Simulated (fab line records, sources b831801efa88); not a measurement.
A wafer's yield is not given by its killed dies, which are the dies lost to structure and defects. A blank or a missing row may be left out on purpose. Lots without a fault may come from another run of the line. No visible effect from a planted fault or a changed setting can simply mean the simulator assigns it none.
Which tool did it?	flow gf180mcu	6 lots with 18 wafers sampled at 2 steps, on a route of 602 steps

WHAT EACH GAUGE READ, for each wafer
GF_MVSD_TW_MEAS_11.
lot	measured	on	MVSD_TW
L412	day 5 01:52	filmMetro-01	1572 1589 1587
L419	day 6 17:22	filmMetro-04	1633 1640 1635
L423	day 7 15:16	filmMetro-03	1603 1603 1597
L426	day 8 08:26	filmMetro-03	1589 1595 1577
L428	day 8 21:43	filmMetro-04	1580 1584 1576
L432	day 9 19:35	filmMetro-03	1590 1595 1597

WHAT TOOL EACH LOT RAN ON (gives the tool, then ch and the chambers of the sampled wafers, and finally the start)
lot	GF_MVSD_IMPLANT_09
L412	implanter-02 ch 0, day 5 01:38
L419	implanter-02 ch 0, day 6 16:40
L423	implanter-02 ch 0, day 7 15:02
L426	implanter-02 ch 0, day 8 08:12
L428	implanter-04 ch 0, day 8 21:26
L432	implanter-04 ch 0, day 9 19:20
- GF_MVSD_IMPLANT_09

THE ANSWER, worked out from the rows above alone
Rule: what is usual is taken from the lots themselves. The widest of any qualifying gaps counts: lots, ordered by their means at a reading, are off when they make up no more than a third of the lots, leave a main group of 4 or more, and stand apart from it by 3 or more times the standard deviation of that group's means. If all means in a main group match to the digits the tables above print for the reading, that group is not used. Also off: a lot with no number at a reading for which 4 or more lots have one. The other lots that the step has rows for count as sound.
Off: L419, at GF_MVSD_TW_MEAS_11 (MVSD_TW). The main group: mean 1589, standard deviation 7.7.
A tool fits if, at a process step before that reading, it ran every lot that is off, and no sound lot after the first of them. The gauges at GF_MVSD_TW_MEAS_11 are tried like those tools. Of those tried, none fits.

WHAT THE SIMULATOR HAD INSERTED
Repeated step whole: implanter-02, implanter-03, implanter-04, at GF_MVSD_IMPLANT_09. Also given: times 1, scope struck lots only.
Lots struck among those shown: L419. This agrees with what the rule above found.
